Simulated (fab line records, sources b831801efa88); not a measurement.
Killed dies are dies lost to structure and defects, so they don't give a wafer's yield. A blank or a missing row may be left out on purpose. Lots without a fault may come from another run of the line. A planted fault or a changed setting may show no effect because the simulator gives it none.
Which tool did it? | flow sky130 | 12 lots, 36 wafers sampled, at 3 steps of a route of 708

WHAT THE GAUGES READ, wafer by wafer
SKY_VIA3_THK_MEAS_23: measures by xrf. Usual: VIA3_W_THK 395 nm, standard deviation 7.4.
lot  | measured     | on            | VIA3_W_THK (nm) | flag
L571 | day 40 04:42 | film_metro-04 | 406 394 395     |
L572 | day 40 07:40 | film_metro-04 | 398 397 403     |
L575 | day 41 07:30 | film_metro-03 | 386 396 389     |
L577 | day 41 20:41 | film_metro-03 | 394 399 397     |
L579 | day 42 10:04 | film_metro-03 | 396 391 388     |
L580 | day 43 00:04 | film_metro-04 | 398 401 395     |
L585 | day 44 05:38 | film_metro-04 | 396 396 402     |
L586 | day 44 09:46 | film_metro-04 | 391 403 401     |
L590 | day 44 23:59 | film_metro-04 | 398 402 390     |
L591 | day 45 12:54 | film_metro-04 | 393 406 395     |
L592 | day 45 16:44 | film_metro-02 | 393 383 381     |
L593 | day 45 22:50 | film_metro-02 | 378 379 392     |

SKY_VIA4_OVL_MEAS_11. Usual: VIA4_OVL -0.1 nm, standard deviation 1.5.
lot  | measured     | on         | VIA4_OVL (nm)  | flag
L571 | day 43 06:43 | overlay-01 | 1.2 0.6 2.8    |
L572 | day 43 08:35 | overlay-01 | -0.4 -0.3 -1.4 |
L575 | day 44 06:35 | overlay-01 | -1.6 -0.5 0.1  |
L577 | day 44 19:21 | overlay-01 | -1.2 -0.9 -0.8 |
L579 | day 45 06:25 | overlay-01 | 0.2 -1.9 -1.8  |
L580 | day 45 20:13 | overlay-02 | -1.1 -0.3 1.2  |
L585 | day 47 00:19 | overlay-02 | 1.2 2.2 -0.2   |
L586 | day 47 03:28 | overlay-02 | 0.3 2.1 4.1    |
L590 | day 47 16:16 | overlay-02 | 0.2 -1.9 -1.4  |
L591 | day 48 04:36 | overlay-02 | 0.7 -0.4 1.9   |
L592 | day 48 07:32 | overlay-01 | -2.7 -1.6 -1.3 |
L593 | day 48 13:01 | overlay-02 | -1.6 -1.5 -1.4 |

WHICH TOOL RAN EACH LOT (tool, then ch and the chambers of the sampled wafers, then the start)
lot  | SKY_METAL2_METAL_ETCH_19
L571 | rie_metal-01 ch 0,1, day 35 14:59
L572 | rie_metal-03 ch 0,1, day 35 18:18
L575 | rie_metal-03 ch 0,1, day 36 21:16
L577 | rie_metal-01 ch 0,1, day 37 11:23
L579 | rie_metal-01 ch 0,1, day 38 01:37
L580 | rie_metal-01 ch 0,1, day 38 17:02
L585 | rie_metal-02 ch 1, day 40 00:35
L586 | rie_metal-03 ch 0,1, day 40 07:29
L590 | rie_metal-02 ch 0,1, day 41 00:35
L591 | rie_metal-02 ch 0,1, day 41 12:55
L592 | rie_metal-02 ch 0,1, day 41 16:55
L593 | rie_metal-03 ch 0,1, day 42 00:34
- SKY_METAL2_METAL_ETCH_19: etches the open film in Cl2/BCl3, stops on SiO2, target depth 360 nm, time 78 s.

WHAT THE TOOLS THEMSELVES READ (means of the sampled wafers that have a number; where no wafer has one, the mark that the record gives instead)
SKY_METAL2_METAL_ETCH_19. Usual: drypump_motor_current_A 5.8 A, standard deviation 0.49; oes_product_au 0.852 a.u., standard deviation 0.0066; rf_fwd_power_W 894.0 W, standard deviation 2.9; throttle_valve_pct 22.265 %, standard deviation 0.0093.
lot  | tool         | drypump_motor_current_A (A) | oes_product_au (a.u.) | rf_fwd_power_W (W) | throttle_valve_pct (%) | flag
L571 | rie_metal-01 | 5.4                         | 0.854                 | 893.0              | 22.263                 |
L572 | rie_metal-03 | 5.5                         | 0.847                 | 894.4              | 22.272                 |
L575 | rie_metal-03 | 5.5                         | 0.851                 | 895.1              | 22.258                 |
L577 | rie_metal-01 | 5.2                         | 0.854                 | 896.0              | 22.261                 |
L579 | rie_metal-01 | 5.4                         | 0.853                 | 892.4              | 22.258                 |
L580 | rie_metal-01 | 5.2                         | 0.857                 | 891.8              | 22.268                 |
L585 | rie_metal-02 | 6.4                         | 0.850                 | 894.5              | 22.261                 |
L586 | rie_metal-03 | 5.6                         | 0.858                 | 895.1              | 22.267                 |
L590 | rie_metal-02 | 6.2                         | 0.855                 | 896.3              | 22.265                 |
L591 | rie_metal-02 | 6.1                         | 0.849                 | 890.5              | 22.274                 |
L592 | rie_metal-02 | 6.2                         | 0.852                 | 894.3              | 22.275                 |
L593 | rie_metal-03 | 5.5                         | 0.842                 | 894.6              | 22.266                 |

THE ANSWER, worked out from the rows above alone
Rule: a lot is off if the mean of its wafers that have a number lies more than 3 standard deviations from the usual mean. A lot without any number at a reading at which 4 lots or more have one is off too. The other lots that the step has rows for count as sound. The gauges are gone through in route order, then the tools' own readings, and for those a lot's mean is taken as printed above. The first step at which some lot is off is used, and at that step the reading that is off furthest; a lot without a number counts as furthest.
No lot is off at any reading shown: from this, nothing can be told.

WHAT THE SIMULATOR HAD PUT IN
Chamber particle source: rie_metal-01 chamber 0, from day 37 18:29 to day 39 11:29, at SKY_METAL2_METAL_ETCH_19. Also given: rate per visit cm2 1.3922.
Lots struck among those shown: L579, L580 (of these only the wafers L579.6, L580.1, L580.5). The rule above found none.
